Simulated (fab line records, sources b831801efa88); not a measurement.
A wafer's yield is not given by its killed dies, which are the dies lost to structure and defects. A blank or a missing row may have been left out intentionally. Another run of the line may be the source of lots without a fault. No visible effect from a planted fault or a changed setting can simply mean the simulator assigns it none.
fab line records	flow gf180mcu
[record] lots = 24	wafers = 72	last_day = 34
route steps=602 shown STI@31 HV_LDD@225 V1@350 V2@407 M3@426 V3@433
lots that met no fault: taken from a fault-free run of the same line
start_h: the number of hours between the record's first day and the start of the first shown wafer of the lot	wait_h: hours from the lot's prior step to this one	" as in the row above	L1.1+2: several wafers, shown together as one row	- no value present, or no start provided	* or withheld: withheld	< > ~ a bound
route shown NAME@n: NAME is a module with steps in the file, n the number in the route of the first one	usual: mean/standard deviation taken from wafers without a fault	same: alike in all rows	chamber/n: place in a boat	sites: per-site readings	_std_site: standard deviation of those values	_edge_site: inner sites' mean taken away from outer sites' mean	radius_mm: for every site, how far away it sits from the centre of the wafer	mask NAME#n: copy n	behind: the last tool/chamber to shape the wafer	hold: cause of the lot's hold/its duration in hours/its outcome	device: transistor that didn't switch, given as n, p or np	end of line: the tests these same wafers got at the end of their route	a step given without rows: its recipe and nothing more	killed: count of dies lost to structure and defects at first sort (not the wafer's yield)	map: dies across one wafer; x = killed, . = not, _ = none there
set.NAME: the run value of the setting; set.NAME@STEP: its run value at that earlier step	model.NAME: the simulator's own value behind a step, which no gauge read
steps of the route over a sample of lots; a table a step, a row a wafer
services: the hour from which a tool's chamber was out of use, counted from the record's first day as start_h (under 0 if before that day), plus the number of hours and why
[[steps]]
[step GF_STI_THK_MEAS_30]
[recipe] reads = SiO2_of_STI_OXIDATION_29
[usual] STI_OXIDATION_02_THK = 10.04/0.16
lot.wafer	tool	chamber	start_h	wait_h	STI_OXIDATION_02_THK[nm]
L074.2	film_metro-02	-	30.19	0.0	10.24
L074.5	"	-	"	"	10.02
L074.6	"	-	"	"	10.06
L075.1	film_metro-01	-	36.20	0.0	9.88
L075.2	"	-	"	"	9.86
L075.5	"	-	"	"	10.07
L076.1	film_metro-02	-	40.40	0.0	10.07
L076.2	"	-	"	"	10.25
L076.4	"	-	"	"	10.16
L077.1	film_metro-03	-	47.01	0.0	10.04
L077.3	"	-	"	"	10.05
L077.6	"	-	"	"	10.06
L078.2	film_metro-03	-	50.64	0.0	10.00
L078.4	"	-	"	"	9.79
L078.6	"	-	"	"	9.97
L079.1	film_metro-01	-	56.77	0.0	10.11
L079.3	"	-	"	"	9.92
L079.6	"	-	"	"	9.95
L080.2	film_metro-01	-	60.97	0.0	9.82
L080.4	"	-	"	"	9.82
L080.6	"	-	"	"	9.94
L081.1	film_metro-01	-	66.08	0.0	9.81
L081.3	"	-	"	"	9.95
L081.4	"	-	"	"	9.82
L082.1	film_metro-03	-	71.33	0.0	10.25
L082.3	"	-	"	"	10.24
L082.5	"	-	"	"	10.25
L083.2	film_metro-01	-	75.79	0.0	10.11
L083.3	"	-	"	"	10.08
L083.6	"	-	"	"	10.07
L084.3	film_metro-02	-	80.53	0.0	9.92
L084.5	"	-	"	"	9.81
L084.6	"	-	"	"	10.15
L085.2	film_metro-02	-	87.56	0.0	9.79
L085.4	"	-	"	"	9.75
L085.6	"	-	"	"	9.94
L086.1	film_metro-03	-	94.05	0.0	9.77
L086.4	"	-	"	"	9.93
L086.6	"	-	"	"	9.71
L087.2	film_metro-02	-	103.25	0.0	10.01
L087.4	"	-	"	"	9.86
L087.6	"	-	"	"	10.07
L088.2	film_metro-01	-	110.37	0.0	10.05
L088.3	"	-	"	"	10.12
L088.6	"	-	"	"	10.19
L089.1	film_metro-03	-	113.01	0.0	10.06
L089.3	"	-	"	"	10.15
L089.6	"	-	"	"	10.31
L090.1	film_metro-01	-	117.30	0.0	10.03
L090.4	"	-	"	"	10.04
L090.5	"	-	"	"	10.02
L091.2	film_metro-01	-	118.71	0.0	10.18
L091.3	"	-	"	"	10.39
L091.4	"	-	"	"	10.44
L092.2	film_metro-01	-	127.92	0.0	10.22
L092.3	"	-	"	"	10.20
L092.5	"	-	"	"	10.13
L093.3	film_metro-03	-	132.10	0.0	9.91
L093.5	"	-	"	"	10.05
L093.6	"	-	"	"	10.08
L094.2	film_metro-02	-	135.37	0.0	10.02
L094.4	"	-	"	"	9.97
L094.6	"	-	"	"	10.05
L095.2	film_metro-01	-	137.62	0.0	10.31
L095.3	"	-	"	"	10.35
L095.4	"	-	"	"	10.38
L096.1	film_metro-01	-	143.58	0.0	10.15
L096.2	"	-	"	"	10.28
L096.6	"	-	"	"	10.21
L097.1	film_metro-03	-	149.00	0.0	9.90
L097.2	"	-	"	"	9.88
L097.4	"	-	"	"	9.92
[step GF_HV_LDD_STRIP_49]
[recipe] chemistry = O2/N2	power_w = 1400	pressure_mtorr = 1500	platen_temp_c = 250	o2_flow_sccm = 3000	n2_flow_sccm = 300	overash_fraction = 0.5
[usual] chamber_pressure_mTorr = 1499.8/1.3	drypump_motor_current_A = 5.7/0.38	heater_power_w = 309/26	n2_flow_sccm = 299.9/1	oes_product_au = 0.716/0.0048	strip_time_to_endpoint_s = 12.61/0.037
lot.wafer	tool	chamber	start_h	wait_h	chamber_pressure_mTorr	drypump_motor_current_A	heater_power_w	n2_flow_sccm	oes_product_au	rf_hours_counter_h	strip_time_to_endpoint_s
L074.2	plasma_asher-03	1	271.51	0.1	1499.2	6.0	327	301.1	0.721	51	12.60
L074.5	"	0	"	"	1500.2	5.1	354	300.1	0.714	-	12.63
L074.6	"	1	"	"	1501.8	6.0	337	300.0	0.711	-	12.57
L075.1	plasma_asher-03	1	280.98	0.1	1499.6	6.0	330	299.2	0.708	52	12.61
L075.2	"	0	"	"	1499.9	5.1	366	298.6	0.716	52	12.66
L075.5	"	1	"	"	1497.6	6.0	322	299.1	0.716	-	12.61
L076.1	plasma_asher-02	0	286.18	0.1	1500.3	5.9	288	298.9	0.712	17	12.64
L076.2	"	1	"	"	1499.0	5.7	286	300.5	0.711	17	12.59
L076.4	"	1	"	"	1499.5	5.7	287	301.4	0.716	-	12.65
L077.1	plasma_asher-02	0	296.61	0.1	1500.2	5.9	295	300.3	0.708	18	12.55
L077.3	"	0	"	"	1500.8	5.9	297	299.9	0.722	-	12.58
L077.6	"	0	"	"	1501.8	5.9	298	299.4	0.714	-	12.61
L078.2	plasma_asher-02	0	298.66	0.1	1497.7	5.9	299	300.2	0.716	19	12.58
L078.4	"	0	"	"	1500.6	5.9	298	301.1	0.715	-	12.60
L078.6	"	1	"	"	1502.8	5.7	282	299.5	0.715	-	12.60
L079.1	plasma_asher-02	0	311.33	0.1	1500.3	5.9	294	300.2	0.718	20	12.59
L079.3	"	1	"	"	1500.0	5.7	290	300.2	0.715	-	12.58
L079.6	"	0	"	"	1500.0	5.9	290	298.9	0.720	-	12.63
L080.2	plasma_asher-02	0	323.23	0.1	1500.8	5.9	290	299.9	0.708	21	12.57
L080.4	"	1	"	"	1499.5	5.7	286	300.6	0.712	-	12.59
L080.6	"	0	"	"	1500.5	5.9	299	299.6	0.724	-	12.60
L081.1	plasma_asher-02	0	327.58	0.1	1499.4	5.9	294	297.3	0.710	22	12.59
L081.3	"	0	"	"	1499.9	5.9	298	297.0	0.712	-	12.57
L081.4	"	1	"	"	1500.6	5.7	288	299.7	0.719	-	12.58
L082.1	plasma_asher-02	0	338.11	0.1	1500.8	5.9	292	300.4	0.722	23	12.59
L082.3	"	1	"	"	1500.8	5.7	287	299.9	0.716	-	12.59
L082.5	"	0	"	"	1500.0	5.9	294	301.1	0.726	-	12.63
L083.2	plasma_asher-02	1	344.50	0.1	1497.6	5.6	285	300.5	0.713	23	12.61
L083.3	"	1	"	"	1500.4	5.6	288	300.6	0.717	-	12.66
L083.6	"	0	"	"	1499.6	5.9	299	298.7	0.719	-	12.64
L084.3	plasma_asher-03	1	352.59	0.1	1500.2	6.0	334	299.7	0.716	-	12.54
L084.5	"	0	"	"	1499.5	5.1	354	301.2	0.720	-	12.59
L084.6	"	1	"	"	1499.1	6.0	335	299.3	0.703	-	12.58
L085.2	plasma_asher-02	1	362.21	0.1	1499.7	5.6	282	299.6	0.712	25	12.65
L085.4	"	1	"	"	1500.4	5.6	279	301.0	0.716	-	12.71
L085.6	"	0	"	"	1499.4	5.9	295	300.4	0.706	-	12.66
L086.1	plasma_asher-03	0	373.61	0.1	1499.8	5.1	346	300.6	0.720	60	12.60
L086.4	"	1	"	"	1499.0	6.0	333	299.4	0.724	-	12.61
L086.6	"	1	"	"	1501.1	6.0	341	299.7	0.719	-	12.62
L087.2	plasma_asher-03	0	386.30	0.1	1501.7	5.1	354	300.1	0.712	62	12.65
L087.4	"	1	"	"	1501.3	6.0	321	300.2	0.718	-	12.62
L087.6	"	1	"	"	1498.8	6.0	330	300.2	0.714	-	12.65
L088.2	plasma_asher-04	1	397.40	0.1	1498.0	5.5	296	300.2	0.712	76	12.56
L088.3	"	1	"	"	1499.0	5.5	302	300.0	0.712	-	12.59
L088.6	"	0	"	"	1500.1	6.7	311	297.3	0.723	-	12.60
L089.1	plasma_asher-03	1	402.65	0.1	1497.7	6.0	327	300.5	0.720	64	12.57
L089.3	"	0	"	"	1498.4	5.1	353	300.2	0.720	-	12.56
L089.6	"	0	"	"	1499.0	5.1	358	299.7	0.727	-	12.58
L090.1	plasma_asher-02	1	407.20	0.1	1501.5	5.7	283	300.8	0.720	29	12.61
L090.4	"	1	"	"	1500.6	5.7	285	299.6	0.716	-	12.55
L090.5	"	1	"	"	1500.7	5.7	286	301.4	0.717	-	12.60
L091.2	plasma_asher-02	1	411.50	0.1	1499.8	5.7	282	299.2	0.720	29	12.58
L091.3	"	1	"	"	1498.3	5.6	282	299.1	0.714	-	12.60
L091.4	"	0	"	"	1500.6	5.9	299	299.0	0.720	-	12.63
L092.2	plasma_asher-04	1	424.65	0.1	1500.5	5.5	299	299.8	0.717	79	12.66
L092.3	"	0	"	"	1497.7	6.7	314	301.3	0.718	-	12.64
L092.5	"	1	"	"	1501.0	5.5	297	300.9	0.710	-	12.68
L093.3	plasma_asher-04	0	430.19	0.1	1499.6	6.7	304	301.2	0.710	-	12.59
L093.5	"	1	"	"	1498.8	5.5	296	300.0	0.718	-	12.55
L093.6	"	0	"	"	1497.9	6.7	305	301.9	0.713	-	12.59
L094.2	plasma_asher-02	1	438.53	0.1	1497.4	5.6	280	300.4	0.715	32	12.62
L094.4	"	1	"	"	1500.8	5.6	282	301.8	0.721	-	12.58
L094.6	"	0	"	"	1500.6	5.9	301	299.7	0.723	-	12.62
L095.2	plasma_asher-02	1	442.80	0.1	1499.8	5.7	283	299.2	0.723	33	12.59
L095.3	"	0	"	"	1497.7	5.9	291	297.7	0.716	-	12.64
L095.4	"	1	"	"	1501.2	5.7	288	298.4	0.720	-	12.65
L096.1	plasma_asher-03	0	446.55	0.1	1499.7	5.1	354	299.0	0.719	69	12.69
L096.2	"	1	"	"	1499.3	6.0	337	300.4	0.724	69	12.68
L096.6	"	1	"	"	1498.6	6.0	332	301.1	0.714	-	12.64
L097.1	plasma_asher-03	0	457.20	0.1	1498.3	5.1	355	299.5	0.707	70	12.70
L097.2	"	1	"	"	1502.0	6.0	326	300.1	0.707	70	12.71
L097.4	"	1	"	"	1501.5	6.0	321	300.3	0.717	-	12.71
[step GF_V1_OVL_MEAS_15]
[usual] V1_OVL = 3/5.2
lot.wafer	tool	chamber	start_h	wait_h	V1_OVL[nm]
L074.2	overlay-01	-	409.79	0.1	3
L074.5	"	-	"	"	7
L074.6	"	-	"	"	4
L075.1	overlay-02	-	421.09	0.1	-4
L075.2	"	-	"	"	-7
L075.5	"	-	"	"	2
L076.1	overlay-01	-	425.54	0.1	3
L076.2	"	-	"	"	4
L076.4	"	-	"	"	2
L077.1	overlay-02	-	438.52	0.1	8
L077.3	"	-	"	"	6
L077.6	"	-	"	"	9
L078.2	overlay-02	-	443.82	0.1	11
L078.4	"	-	"	"	5
L078.6	"	-	"	"	-1
L079.1	overlay-01	-	455.13	0.1	4
L079.3	"	-	"	"	4
L079.6	"	-	"	"	4
L080.2	overlay-02	-	470.62	0.1	8
L080.4	"	-	"	"	7
L080.6	"	-	"	"	14
L081.1	overlay-01	-	473.88	0.1	7
L081.3	"	-	"	"	-6
L081.4	"	-	"	"	0
L082.1	overlay-01	-	485.42	0.1	-2
L082.3	"	-	"	"	1
L082.5	"	-	"	"	4
L083.2	overlay-02	-	491.67	0.1	-1
L083.3	"	-	"	"	1
L083.6	"	-	"	"	-5
L084.3	overlay-01	-	504.13	0.1	15
L084.5	"	-	"	"	10
L084.6	"	-	"	"	8
L085.2	overlay-02	-	510.77	0.1	-4
L085.4	"	-	"	"	-4
L085.6	"	-	"	"	3
L086.1	overlay-02	-	523.43	0.1	5
L086.4	"	-	"	"	4
L086.6	"	-	"	"	5
L087.2	overlay-02	-	536.17	0.1	3
L087.4	"	-	"	"	4
L087.6	"	-	"	"	-2
L088.2	overlay-01	-	547.32	0.1	0
L088.3	"	-	"	"	7
L088.6	"	-	"	"	2
L089.1	overlay-01	-	551.87	0.1	0
L089.3	"	-	"	"	2
L089.6	"	-	"	"	-10
L090.1	overlay-01	-	556.92	0.1	5
L090.4	"	-	"	"	3
L090.5	"	-	"	"	9
L091.2	overlay-01	-	561.62	0.1	0
L091.3	"	-	"	"	9
L091.4	"	-	"	"	9
L092.2	overlay-02	-	574.77	0.1	7
L092.3	"	-	"	"	-1
L092.5	"	-	"	"	5
L093.3	overlay-01	-	577.88	0.1	12
L093.5	"	-	"	"	3
L093.6	"	-	"	"	8
L094.2	overlay-02	-	585.67	0.1	-6
L094.4	"	-	"	"	-1
L094.6	"	-	"	"	-6
L095.2	overlay-02	-	591.07	0.1	3
L095.3	"	-	"	"	-4
L095.4	"	-	"	"	0
L096.1	overlay-01	-	592.92	0.1	2
L096.2	"	-	"	"	-2
L096.6	"	-	"	"	1
L097.1	overlay-02	-	603.02	0.1	6
L097.2	"	-	"	"	3
L097.4	"	-	"	"	-3
[step GF_V2_THK_MEAS_25]
[recipe] thk_meas_gauge = xrf	reads = W_of_V2_CVD_23
[usual] V2_W_THK = 357/6.5
lot.wafer	tool	chamber	start_h	wait_h	V2_W_THK[nm]
L074.2	film_metro-03	-	463.51	0.1	358
L074.5	"	-	"	"	364
L074.6	"	-	"	"	355
L075.1	film_metro-01	-	473.37	0.1	362
L075.2	"	-	"	"	363
L075.5	"	-	"	"	362
L076.1	film_metro-04	-	478.41	0.1	350
L076.2	"	-	"	"	350
L076.4	"	-	"	"	348
L077.1	film_metro-04	-	491.43	0.1	367
L077.3	"	-	"	"	367
L077.6	"	-	"	"	352
L078.2	film_metro-04	-	496.22	0.1	354
L078.4	"	-	"	"	352
L078.6	"	-	"	"	354
L079.1	film_metro-03	-	507.62	0.1	354
L079.3	"	-	"	"	354
L079.6	"	-	"	"	358
L080.2	film_metro-01	-	522.07	0.1	357
L080.4	"	-	"	"	358
L080.6	"	-	"	"	363
L081.1	film_metro-03	-	525.48	0.1	355
L081.3	"	-	"	"	355
L081.4	"	-	"	"	357
L082.1	film_metro-04	-	536.03	0.1	346
L082.3	"	-	"	"	351
L082.5	"	-	"	"	354
L083.2	film_metro-04	-	541.86	0.1	353
L083.3	"	-	"	"	371
L083.6	"	-	"	"	372
L084.3	film_metro-04	-	554.10	0.1	353
L084.5	"	-	"	"	349
L084.6	"	-	"	"	355
L085.2	film_metro-01	-	560.04	0.1	380
L085.4	"	-	"	"	376
L085.6	"	-	"	"	378
L086.1	film_metro-04	-	572.53	0.1	352
L086.4	"	-	"	"	351
L086.6	"	-	"	"	353
L087.2	film_metro-04	-	585.83	0.1	347
L087.4	"	-	"	"	361
L087.6	"	-	"	"	347
L088.2	film_metro-04	-	595.30	0.1	367
L088.3	"	-	"	"	349
L088.6	"	-	"	"	351
L089.1	film_metro-04	-	599.81	0.1	356
L089.3	"	-	"	"	350
L089.6	"	-	"	"	355
L090.1	film_metro-04	-	604.71	0.1	358
L090.4	"	-	"	"	361
L090.5	"	-	"	"	357
L091.2	film_metro-01	-	608.88	0.1	361
L091.3	"	-	"	"	359
L091.4	"	-	"	"	356
L092.2	film_metro-04	-	620.89	0.1	356
L092.3	"	-	"	"	357
L092.5	"	-	"	"	356
L093.3	film_metro-04	-	624.76	0.1	353
L093.5	"	-	"	"	353
L093.6	"	-	"	"	355
L094.2	film_metro-04	-	631.56	0.1	354
L094.4	"	-	"	"	370
L094.6	"	-	"	"	370
L095.2	film_metro-04	-	636.24	0.1	354
L095.3	"	-	"	"	357
L095.4	"	-	"	"	355
L096.1	film_metro-01	-	637.75	0.1	373
L096.2	"	-	"	"	359
L096.6	"	-	"	"	356
L097.1	film_metro-01	-	648.67	0.1	358
L097.2	"	-	"	"	361
L097.4	"	-	"	"	351
[step GF_M3_STRIP_17]
[recipe] chemistry = O2/N2	power_w = 1400	pressure_mtorr = 1500	platen_temp_c = 250	o2_flow_sccm = 3000	n2_flow_sccm = 300	overash_fraction = 0.5
[usual] chamber_pressure_mTorr = 1500.0/1.3	drypump_motor_current_A = 5.7/0.51	heater_power_w = 334/20	n2_flow_sccm = 300.0/0.97	oes_product_au = 0.557/0.0051	strip_time_to_endpoint_s = 7.85/0.043
lot.wafer	tool	chamber	start_h	wait_h	chamber_pressure_mTorr	drypump_motor_current_A	heater_power_w	n2_flow_sccm	oes_product_au	rf_hours_counter_h	strip_time_to_endpoint_s
L074.2	plasma_asher-04	1	488.31	0.1	1499.4	5.5	295	302.2	0.559	86	7.87
L074.5	"	1	"	"	1500.1	5.5	292	301.9	0.551	-	7.88
L074.6	"	0	"	"	1500.1	6.7	312	301.1	0.554	-	7.90
L075.1	plasma_asher-04	1	498.19	0.2	1501.6	5.5	295	301.2	0.550	87	7.82
L075.2	"	0	"	"	1498.4	6.7	308	299.6	0.549	87	7.84
L075.5	"	0	"	"	1500.5	6.7	315	299.6	0.560	-	7.79
L076.1	plasma_asher-03	1	503.08	0.1	1499.0	6.0	339	298.1	0.548	76	7.80
L076.2	"	0	"	"	1500.3	5.1	358	300.5	0.560	76	7.83
L076.4	"	1	"	"	1500.8	6.0	326	299.2	0.557	-	7.86
L077.1	plasma_asher-04	0	515.74	0.2	1502.5	6.7	315	300.6	0.552	90	7.82
L077.3	"	1	"	"	1502.0	5.5	293	300.7	0.559	-	7.85
L077.6	"	1	"	"	1501.3	5.5	299	301.6	0.556	-	7.85
L078.2	plasma_asher-04	0	520.13	0.1	1498.7	6.7	305	299.7	0.553	90	7.81
L078.4	"	0	"	"	1501.3	6.7	305	299.2	0.542	-	7.77
L078.6	"	0	"	"	1499.8	6.7	314	298.8	0.549	-	7.79
L079.1	plasma_asher-01	1	531.78	0.1	1500.3	5.2	348	298.4	0.564	7	7.91
L079.3	"	1	"	"	1502.4	5.2	341	299.4	0.558	-	7.88
L079.6	"	1	"	"	1501.5	5.2	347	298.2	0.549	-	7.87
L080.2	plasma_asher-01	0	545.91	0.1	1501.7	5.7	345	299.6	0.559	8	7.92
L080.4	"	0	"	"	1500.6	5.8	345	300.1	0.562	-	7.89
L080.6	"	1	"	"	1497.7	5.2	341	299.3	0.557	-	7.90
L081.1	plasma_asher-03	0	549.86	0.1	1500.0	5.1	360	299.4	0.559	81	7.79
L081.3	"	1	"	"	1499.7	6.0	329	300.8	0.556	-	7.75
L081.4	"	0	"	"	1500.1	5.1	357	300.1	0.556	-	7.81
L082.1	plasma_asher-01	0	559.03	0.1	1499.4	5.8	344	299.7	0.554	10	7.83
L082.3	"	0	"	"	1500.7	5.8	354	300.6	0.555	-	7.83
L082.5	"	1	"	"	1501.2	5.2	356	299.2	0.552	-	7.87
L083.2	plasma_asher-04	0	565.43	0.1	1499.7	6.7	301	298.5	0.548	95	7.82
L083.3	"	1	"	"	1500.7	5.5	287	299.3	0.556	-	7.85
L083.6	"	1	"	"	1499.0	5.5	305	300.7	0.566	-	7.87
L084.3	plasma_asher-03	0	576.91	0.1	1501.9	5.1	349	300.0	0.552	-	7.83
L084.5	"	1	"	"	1499.8	6.0	327	300.3	0.551	-	7.81
L084.6	"	0	"	"	1499.9	5.1	363	299.2	0.556	-	7.76
L085.2	plasma_asher-01	1	582.99	0.1	1497.2	5.2	350	300.5	0.556	13	7.93
L085.4	"	1	"	"	1498.6	5.2	337	300.9	0.562	-	7.95
L085.6	"	0	"	"	1498.6	5.8	348	298.0	0.556	-	7.90
L086.1	plasma_asher-01	1	595.54	0.1	1501.8	5.2	341	300.4	0.555	15	7.88
L086.4	"	1	"	"	1499.9	5.2	340	300.2	0.557	-	7.90
L086.6	"	0	"	"	1498.7	5.8	345	299.4	0.563	-	7.84
L087.2	plasma_asher-01	0	607.23	0.1	1498.4	5.8	349	299.1	0.560	16	7.89
L087.4	"	1	"	"	1497.6	5.2	349	299.8	0.556	-	7.93
L087.6	"	0	"	"	1497.3	5.8	355	300.7	0.555	-	7.89
L088.2	plasma_asher-03	0	617.09	0.1	1500.2	5.1	357	300.7	0.552	88	7.85
L088.3	"	0	"	"	1501.4	5.1	352	300.8	0.558	-	7.82
L088.6	"	0	"	"	1499.4	5.1	360	299.8	0.561	-	7.86
L089.1	plasma_asher-03	1	621.81	0.1	1498.5	6.0	339	300.3	0.565	89	7.92
L089.3	"	1	"	"	1498.0	6.0	329	299.4	0.547	-	7.84
L089.6	"	0	"	"	1501.4	5.1	352	298.3	0.552	-	7.89
L090.1	plasma_asher-03	1	626.24	0.1	1500.3	6.0	328	300.6	0.557	89	7.83
L090.4	"	1	"	"	1500.4	6.0	329	299.3	0.555	-	7.88
L090.5	"	0	"	"	1499.1	5.1	352	300.9	0.561	-	7.84
L091.2	plasma_asher-03	0	629.64	0.1	1500.9	5.1	351	300.3	0.550	90	7.87
L091.3	"	1	"	"	1499.9	6.0	330	299.0	0.549	-	7.89
L091.4	"	0	"	"	1500.4	5.1	361	301.8	0.546	-	7.83
L092.2	plasma_asher-03	1	641.61	0.1	1501.8	6.0	328	300.2	0.555	92	7.91
L092.3	"	0	"	"	1500.2	5.1	347	299.8	0.564	-	7.85
L092.5	"	1	"	"	1499.2	6.0	333	300.2	0.567	-	7.91
L093.3	plasma_asher-03	1	645.61	0.1	1500.5	6.0	334	298.7	0.553	-	7.88
L093.5	"	0	"	"	1500.4	5.1	352	300.2	0.563	-	7.92
L093.6	"	1	"	"	1500.1	6.0	331	299.5	0.563	-	7.85
L094.2	plasma_asher-04	1	653.13	0.1	1499.3	5.5	300	301.5	0.548	101	7.86
L094.4	"	0	"	"	1502.1	6.7	307	301.1	0.559	-	7.90
L094.6	"	1	"	"	1501.3	5.5	293	298.8	0.563	-	7.95
L095.2	plasma_asher-01	1	657.56	0.1	1498.6	5.2	343	301.1	0.561	22	7.84
L095.3	"	1	"	"	1500.6	5.2	337	298.3	0.559	-	7.82
L095.4	"	0	"	"	1499.9	5.8	352	300.2	0.561	-	7.85
L096.1	plasma_asher-03	1	658.09	0.1	1501.2	6.0	329	299.5	0.554	93	7.80
L096.2	"	0	"	"	1502.5	5.1	360	300.3	0.552	93	7.85
L096.6	"	0	"	"	1497.9	5.1	338	298.5	0.554	-	7.84
L097.1	plasma_asher-01	1	668.38	0.1	1500.1	5.2	347	298.8	0.561	23	7.85
L097.2	"	0	"	"	1498.7	5.8	351	299.8	0.566	23	7.87
L097.4	"	1	"	"	1498.2	5.2	342	300.1	0.552	-	7.89
[step GF_V3_CMP_04]
[recipe] material = SiO2	down_force_psi = 4	platen_rpm = 60	pad_velocity_m_s = 0.94248
[usual] motor_current_A = 11.8/0.83	time_to_endpoint_s = 82/4.7
lot.wafer	tool	chamber	start_h	wait_h	motor_current_A	time_to_endpoint_s
L074.2	cmp-02	2	489.14	0.0	12.1	83
L074.5	"	2	"	"	12.4	87
L074.6	"	3	"	"	10.8	87
L075.1	cmp-02	3	499.09	0.1	10.5	84
L075.2	"	0	"	"	12.1	83
L075.5	"	1	"	"	13.0	90
L076.2	cmp-01	1	503.97	0.1	10.8	81
L076.1	"	2	"	"	12.0	76
L076.4	"	3	"	"	11.1	85
L077.3	cmp-01	1	517.04	0.1	11.7	86
L077.1	"	2	"	"	12.2	84
L077.6	"	0	"	"	10.7	87
L078.4	cmp-01	3	521.07	0.0	11.0	76
L078.2	"	0	"	"	11.2	81
L078.6	"	0	"	"	10.9	79
L079.1	cmp-01	2	532.64	0.1	12.3	76
L079.3	"	0	"	"	11.1	78
L079.6	"	3	"	"	11.1	77
L080.4	cmp-02	1	546.76	0.1	12.8	85
L080.2	"	3	"	"	10.6	81
L080.6	"	0	"	"	12.7	89
L081.1	cmp-02	0	550.66	0.1	12.7	83
L081.3	"	2	"	"	12.5	85
L081.4	"	3	"	"	11.2	85
L082.3	cmp-02	2	559.86	0.0	12.6	84
L082.1	"	1	"	"	12.7	78
L082.5	"	3	"	"	10.8	86
L083.2	cmp-02	0	566.36	0.1	13.3	83
L083.3	"	1	"	"	13.2	75
L083.6	"	2	"	"	12.0	87
L084.3	cmp-01	0	577.78	0.1	10.9	81
L084.6	"	2	"	"	12.2	86
L084.5	"	3	"	"	11.6	85
L085.4	cmp-01	1	583.81	0.0	11.5	88
L085.2	"	0	"	"	11.0	81
L085.6	"	2	"	"	12.7	88
L086.4	cmp-02	0	596.46	0.1	12.1	90
L086.1	"	1	"	"	12.5	82
L086.6	"	3	"	"	11.0	85
L087.2	cmp-01	3	608.07	0.0	11.1	76
L087.4	"	0	"	"	10.9	82
L087.6	"	0	"	"	11.1	79
L088.3	cmp-01	2	617.96	0.1	12.3	84
L088.2	"	0	"	"	11.0	79
L088.6	"	1	"	"	11.8	79
L089.1	cmp-02	2	622.64	0.1	12.0	74
L089.3	"	3	"	"	10.8	72
L089.6	"	3	"	"	10.8	82
L090.4	cmp-02	2	627.31	0.3	12.6	76
L090.1	"	0	"	"	12.8	73
L090.5	"	3	"	"	10.7	74
L091.3	cmp-02	3	630.46	0.0	10.5	77
L091.2	"	1	"	"	12.6	74
L091.4	"	2	"	"	12.0	81
L092.2	cmp-01	2	642.46	0.1	12.9	80
L092.3	"	3	"	"	11.6	77
L092.5	"	2	"	"	12.2	81
L093.3	cmp-02	1	646.42	0.0	13.1	80
L093.5	"	1	"	"	12.5	80
L093.6	"	2	"	"	12.8	87
L094.2	cmp-02	2	654.06	0.1	11.9	78
L094.4	"	3	"	"	11.1	78
L094.6	"	1	"	"	12.7	82
L095.2	cmp-01	2	658.35	0.0	12.6	84
L095.4	"	3	"	"	11.3	86
L095.3	"	0	"	"	11.4	81
L096.2	cmp-02	1	658.98	0.1	12.7	78
L096.1	"	2	"	"	12.3	79
L096.6	"	3	"	"	10.6	83
L097.2	cmp-01	3	669.18	0.0	11.5	81
L097.1	"	0	"	"	11.1	87
L097.4	"	1	"	"	11.4	91
[[services]]
tool	chamber	start_h	hours	kind
plasma_asher-03	-	288.27	16.6	repair
cmp-01	-	289.52	0.6	repair
cmp-02	-	292.11	1.7	repair
plasma_asher-02	-	310.29	0.9	repair
cmp-02	-	322.25	1.0	repair
cmp-02	-	330.87	1.5	repair
cmp-01	-	340.69	0.9	repair
cmp-01	-	342.79	1.5	repair
cmp-01	-	383.69	0.7	repair
cmp-02	-	388.21	1.2	repair
cmp-01	-	400.61	3.0	pm
cmp-02	-	412.50	1.0	repair
cmp-02	-	477.32	2.1	repair
cmp-02	-	494.01	0.5	repair
cmp-02	-	499.93	7.0	pm
plasma_asher-03	-	506.59	2.8	pm
cmp-02	-	516.81	4.7	pm
plasma_asher-02	-	558.32	2.8	repair
plasma_asher-03	-	566.49	1.3	repair
cmp-02	-	572.13	4.0	pm
plasma_asher-03	-	581.97	4.6	repair
cmp-02	-	649.50	0.3	repair
plasma_asher-03	-	650.78	3.9	repair
plasma_asher-03	-	668.09	3.3	repair
[[key]]
fault none
